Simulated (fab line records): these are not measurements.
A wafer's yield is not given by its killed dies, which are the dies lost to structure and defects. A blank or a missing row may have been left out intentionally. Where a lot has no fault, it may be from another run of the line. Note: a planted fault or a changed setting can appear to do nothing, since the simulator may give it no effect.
fab line records	flow sky130
[record] lots = 15	wafers = 45	last-day = 50
route steps=708 shown VT_ADJUST_LVTN@104 GATE_OXIDE@197 LDD_HVN@272 POLY_CUT@317
lots that met no fault: taken from a fault-free run of the same line
start-h: hours from the record's opening day to when the first of the lot's shown wafers began	wait-h: time in hours since the lot's previous step	" the same as in the row above	L1.1+2: a single row standing in for several wafers	- no value present, or no start provided	* or withheld: withheld	< > ~ a bound
route shown NAME@n: a module of which the file shows steps, and the number in the route of the first	usual: the fault-free wafers' mean and standard deviation	same: alike in all rows	chamber/n: place in a boat	sites: readings site by site	_std_site: the values' standard deviation	_edge_site: inner sites' mean taken away from outer sites' mean	radius-mm: for every site, how far away it sits from the centre of the wafer	mask NAME#n: copy n	behind: the last tool/chamber to shape the wafer	hold: cause of the lot's hold/its duration in hours/its outcome	device: the n, p or np transistor that did not switch	end of line: at the end of the route, the tests of the same wafers	for a step that has no rows: nothing shown but its recipe	killed: at the first sort, the dies lost to defects and structure; wafer yield is something else	map: a wafer's dies, marking killed ones x, the rest . and places with no die _
set.NAME: setting as actually run; set.NAME@STEP: the setting as run at that earlier step	model.NAME: the simulator's own value behind a step, which no gauge read
route steps across a sampled set of lots; one table per step, one row per wafer
services: a tool's chamber out of use, with start hour (start-h, from the record's first day; less than 0 if before it), hours out, and reason
[[steps]]
[step SKY_VT_ADJUST_LVTN_OVL_MEAS_07]
[usual] VT_ADJUST_LVTN_OVL = 0.1/1.4
lot.wafer	tool	chamber	start-h	wait-h	VT_ADJUST_LVTN_OVL[nm]
L596.4	overlay-01	-	146.53	-	0.3
L596.5	"	-	"	"	0.1
L596.6	"	-	"	"	-2.0
L597.1	overlay-02	-	161.03	-	-0.6
L597.2	"	-	"	"	-2.6
L597.6	"	-	"	"	-2.0
L598.1	overlay-02	-	173.68	-	-0.8
L598.4	"	-	"	"	-0.2
L598.6	"	-	"	"	0.0
L599.4	overlay-01	-	175.55	-	-0.3
L599.5	"	-	"	"	-0.2
L599.6	"	-	"	"	-1.3
L603.3	overlay-02	-	206.87	-	0.7
L603.5	"	-	"	"	1.2
L603.6	"	-	"	"	1.3
L605.2	overlay-01	-	207.89	-	0.7
L605.3	"	-	"	"	0.8
L605.4	"	-	"	"	0.4
L608.2	overlay-02	-	225.59	-	2.4
L608.4	"	-	"	"	0.8
L608.5	"	-	"	"	1.3
L607.2	overlay-01	-	225.94	-	0.3
L607.3	"	-	"	"	-0.8
L607.4	"	-	"	"	-1.2
L609.1	overlay-01	-	227.58	-	-0.2
L609.4	"	-	"	"	0.5
L609.6	"	-	"	"	1.4
L610.1	overlay-02	-	239.78	-	2.0
L610.4	"	-	"	"	-1.6
L610.5	"	-	"	"	1.0
L611.3	overlay-01	-	241.89	-	-1.2
L611.4	"	-	"	"	0.4
L611.6	"	-	"	"	-1.5
L616.1	overlay-02	-	274.51	-	1.8
L616.3	"	-	"	"	0.5
L616.5	"	-	"	"	-0.2
L617.2	overlay-01	-	280.96	-	0.0
L617.3	"	-	"	"	1.1
L617.5	"	-	"	"	1.0
L618.1	overlay-01	-	283.51	-	-1.3
L618.2	"	-	"	"	-1.6
L618.4	"	-	"	"	-1.5
L619.1	overlay-01	-	294.92	-	2.2
L619.4	"	-	"	"	-0.6
L619.5	"	-	"	"	0.6
[step SKY_GATE_OXIDE_OVL_MEAS_10]
[usual] GATE_OXIDE_OVL = 0.3/1.3
lot.wafer	tool	chamber	start-h	wait-h	GATE_OXIDE_OVL[nm]
L596.4	overlay-01	-	316.18	0.1	0.5
L596.5	"	-	"	"	0.4
L596.6	"	-	"	"	1.0
L597.1	overlay-02	-	330.83	0.1	-1.2
L597.2	"	-	"	"	-1.9
L597.6	"	-	"	"	-1.4
L598.1	overlay-01	-	344.66	0.1	0.8
L598.4	"	-	"	"	2.3
L598.6	"	-	"	"	1.2
L599.4	overlay-02	-	351.13	0.1	0.4
L599.5	"	-	"	"	0.1
L599.6	"	-	"	"	0.8
L603.3	overlay-02	-	391.07	0.1	-1.0
L603.5	"	-	"	"	0.0
L603.6	"	-	"	"	0.2
L605.2	overlay-01	-	392.16	0.1	1.2
L605.3	"	-	"	"	1.2
L605.4	"	-	"	"	0.8
L608.2	overlay-02	-	412.29	0.1	-1.3
L608.4	"	-	"	"	-1.0
L608.5	"	-	"	"	-0.6
L609.1	overlay-02	-	416.21	0.1	0.2
L609.4	"	-	"	"	1.0
L609.6	"	-	"	"	-0.4
L607.2	overlay-01	-	416.39	0.1	2.9
L607.3	"	-	"	"	1.2
L607.4	"	-	"	"	1.3
L610.1	overlay-01	-	431.68	0.1	-1.9
L610.4	"	-	"	"	-2.3
L610.5	"	-	"	"	-2.4
L611.3	overlay-02	-	438.82	0.1	-0.4
L611.4	"	-	"	"	-0.2
L611.6	"	-	"	"	-0.2
L616.1	overlay-02	-	475.66	0.1	1.3
L616.3	"	-	"	"	1.1
L616.5	"	-	"	"	0.2
L617.2	overlay-01	-	491.61	0.1	1.0
L617.3	"	-	"	"	0.7
L617.5	"	-	"	"	0.4
L618.1	overlay-02	-	491.66	0.1	1.3
L618.2	"	-	"	"	-0.2
L618.4	"	-	"	"	0.0
L619.1	overlay-01	-	503.11	0.1	1.0
L619.4	"	-	"	"	2.5
L619.5	"	-	"	"	0.4
[step SKY_LDD_HVN_PEB_05]
[recipe] temp-c = withheld	time-s = *	resist = NOVOLAK
[usual] chill-plate-temp-C = *	exhaust-pa = 45.2/0.78
lot.wafer	tool	chamber	start-h	wait-h	chill-plate-temp-C	exhaust-pa
L596.4	litho-track-03	0	469.78	-	*	44.7
L596.5	"	0	"	"	*	45.8
L596.6	"	0	"	"	*	45.9
L597.1	litho-track-02	0	489.67	-	*	45.6
L597.2	"	0	"	"	*	43.9
L597.6	"	0	"	"	*	45.3
L598.1	litho-track-02	0	502.62	-	*	44.4
L598.4	"	0	"	"	*	45.1
L598.6	"	0	"	"	*	45.1
L599.4	litho-track-03	0	507.43	-	*	45.8
L599.5	"	0	"	"	*	44.4
L599.6	"	0	"	"	*	46.0
L603.3	litho-track-04	0	554.91	-	*	44.5
L603.5	"	0	"	"	*	43.6
L603.6	"	0	"	"	*	45.6
L605.2	litho-track-03	0	560.58	-	*	43.8
L605.3	"	0	"	"	*	44.5
L605.4	"	0	"	"	*	43.8
L608.2	litho-track-04	0	570.13	-	*	45.4
L608.4	"	0	"	"	*	45.0
L608.5	"	0	"	"	*	45.1
L609.1	litho-track-04	-	576.86	-	-	-
L609.4	"	-	"	"	-	-
L609.6	"	-	"	"	-	-
L607.2	litho-track-02	-	578.60	-	-	-
L607.3	"	-	"	"	-	-
L607.4	"	-	"	"	-	-
L610.1	litho-track-02	-	591.77	-	-	-
L610.4	"	-	"	"	-	-
L610.5	"	-	"	"	-	-
L611.3	litho-track-02	0	599.32	-	*	46.5
L611.4	"	0	"	"	*	45.4
L611.6	"	0	"	"	*	46.1
L616.1	litho-track-03	0	629.66	-	*	43.6
L616.3	"	0	"	"	*	44.8
L616.5	"	0	"	"	*	44.0
L617.2	litho-track-03	0	648.63	-	*	44.7
L617.3	"	0	"	"	*	44.8
L617.5	"	0	"	"	*	44.7
L618.1	litho-track-03	0	649.21	-	*	45.5
L618.2	"	0	"	"	*	43.8
L618.4	"	0	"	"	*	45.9
L619.1	litho-track-03	0	656.51	-	*	45.5
L619.4	"	0	"	"	*	44.4
L619.5	"	0	"	"	*	45.5
[step SKY_POLY_CUT_ETCH_10]
[recipe] chemistry = N2/H2	target = BARC	ion-energy-ev = 200	source-w = 500	bias-w = 100	pressure-mtorr = 30	n2-flow-sccm = 100	h2-flow-sccm = 200	stop-on = SiO2	time-s = 45.9	target-depth-a = 600
[usual] drypump-motor-current-A = 5.9/0.41	oes-product-au = 0.855/0.0052	rf-fwd-power-W = 494.8/1.7	throttle-valve-pct = 13.225/0.0083
lot.wafer	tool	chamber	start-h	wait-h	drypump-motor-current-A	oes-product-au	rf-fwd-power-W	rf-hours-counter-h	throttle-valve-pct
L596.4	rie-diel-04	1	564.36	0.0	6.0	0.846	496.3	70	13.224
L596.5	"	2	"	"	5.7	0.860	494.0	-	13.239
L596.6	"	1	"	"	6.0	0.853	496.3	-	13.244
L597.1	rie-diel-04	1	582.68	0.0	5.9	0.856	493.3	70	13.219
L597.2	"	2	"	"	5.7	0.861	494.7	13	13.222
L597.6	"	1	"	"	5.9	0.856	495.2	-	13.233
L598.1	rie-diel-02	1	595.51	0.0	5.8	0.843	496.9	5	13.215
L598.4	"	0	"	"	5.3	0.853	494.7	2	13.224
L598.6	"	0	"	"	5.3	0.851	495.1	-	13.217
L599.4	rie-diel-02	3	599.38	0.0	6.6	0.862	492.6	21	13.233
L599.5	"	1	"	"	5.7	0.858	493.7	-	13.221
L599.6	"	0	"	"	5.3	0.854	491.3	-	13.243
L603.3	rie-diel-01	3	645.36	0.0	5.6	0.859	494.9	14	13.222
L603.5	"	2	"	"	5.2	0.859	493.7	-	13.237
L603.6	"	1	"	"	6.4	0.861	497.0	-	13.215
L605.2	rie-diel-04	0	651.11	0.0	6.3	0.863	496.1	10	13.227
L605.3	"	1	"	"	6.0	0.852	497.7	1	13.229
L605.4	"	3	"	"	6.1	0.857	496.7	-	13.232
L608.2	rie-diel-02	0	662.21	0.0	5.3	0.852	493.3	4	13.220
L608.4	"	2	"	"	5.8	0.852	492.6	4	13.233
L608.5	"	0	"	"	5.3	0.861	493.0	-	13.219
L609.1	rie-diel-01	1	667.76	0.0	6.4	0.868	494.0	42	13.228
L609.4	"	3	"	"	5.6	0.864	493.0	14	13.226
L609.6	"	1	"	"	6.4	0.851	493.5	-	13.234
L607.2	rie-diel-04	2	668.23	0.0	5.7	0.857	495.2	14	13.221
L607.3	"	3	"	"	6.1	0.846	495.8	4	13.223
L607.4	"	1	"	"	6.0	0.853	497.5	1	13.220
L610.1	rie-diel-02	3	680.56	0.0	6.7	0.850	495.7	23	13.227
L610.4	"	1	"	"	5.7	0.858	493.9	7	13.238
L610.5	"	3	"	"	6.6	0.854	495.8	-	13.214
L611.3	rie-diel-01	1	686.86	0.0	6.4	0.856	494.1	43	13.225
L611.4	"	0	"	"	5.5	0.849	494.3	3	13.210
L611.6	"	0	"	"	5.5	0.852	494.6	-	13.230
L616.1	rie-diel-04	3	718.83	0.0	6.1	0.856	495.5	5	13.216
L616.3	"	1	"	"	6.0	0.849	496.7	2	13.213
L616.5	"	0	"	"	6.3	0.861	494.7	-	13.237
L617.2	rie-diel-04	2	735.11	0.0	5.7	0.851	494.0	16	13.234
L617.3	"	0	"	"	6.3	0.849	495.1	11	13.236
L617.5	"	1	"	"	5.9	0.854	496.0	-	13.224
L618.1	rie-diel-02	2	737.71	0.0	5.8	0.856	494.6	7	13.235
L618.2	"	0	"	"	5.4	0.854	492.9	6	13.224
L618.4	"	0	"	"	5.3	0.852	496.2	-	13.231
L619.1	rie-diel-02	1	743.31	0.0	5.8	0.850	492.8	9	13.204
L619.4	"	0	"	"	5.4	0.853	494.7	-	13.232
L619.5	"	1	"	"	5.8	0.849	493.6	-	13.226
[[services]]
tool	chamber	start-h	hours	kind
rie-diel-04	1	459.03	14.2	repair
rie-diel-02	0	472.16	-	clean
rie-diel-02	0	472.16	19.6	scheduled-down
rie-diel-02	0	472.16	19.6	vent-cycle
rie-diel-02	3	476.73	9.7	repair
rie-diel-04	-	487.81	7.2	repair
rie-diel-01	-	502.01	2.8	pm
rie-diel-04	3	512.21	11.1	repair
rie-diel-04	-	537.45	2.8	pm
litho-track-03	-	578.32	-	consumable-replace:filter
rie-diel-01	-	579.63	1.1	repair
rie-diel-04	1	596.85	-	clean
rie-diel-04	1	596.85	16.7	scheduled-down
rie-diel-04	1	596.85	16.7	vent-cycle
rie-diel-02	1	609.87	1.9	repair
rie-diel-04	1	642.17	5.5	repair
rie-diel-01	3	648.29	13.9	repair
rie-diel-04	2	648.43	10.5	repair
rie-diel-02	-	669.68	0.6	repair
rie-diel-04	2	692.65	7.1	repair
rie-diel-04	0	708.08	6.7	repair
rie-diel-02	0	710.51	2.8	repair
rie-diel-02	3	714.86	30.1	repair
rie-diel-02	2	741.23	26.4	repair
[[key]]
[first-sign] step = SKY_LDD_HVN_PEB_05	reading = tool-record	direction = missing
effect none on later readings
met-at SKY_LDD_HVN_PEB_05
struck-lots L607,L609,L610
sort-left-out L607.2,L607.3,L607.4,L609.1,L609.4,L609.6,L610.1,L610.4,L610.5
tester-left-out L607,L609,L610
not-acting-at SKY_VT_ADJUST_LVTN_OVL_MEAS_07,SKY_GATE_OXIDE_OVL_MEAS_10,SKY_POLY_CUT_ETCH_10
onset-between 570.13 576.86
[fault] kind = skipped-step-whole	tool = litho-track-02,litho-track-04	chamber = -	onset-h = 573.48	steps = SKY_LDD_HVN_PEB_05	scope = struck-lots-only
// tester-left-out: of these lots the tester's yield and bins aren't shown, on N5 and GAA mostly nor the transistor test; their killed dies are dies lost to structure and defects alone, not to doping, threshold or leakage, so they don't give the yield
// sort-left-out: the simulated sort isn't trusted on such a fault, so these wafers' sort isn't shown, and their yield isn't known
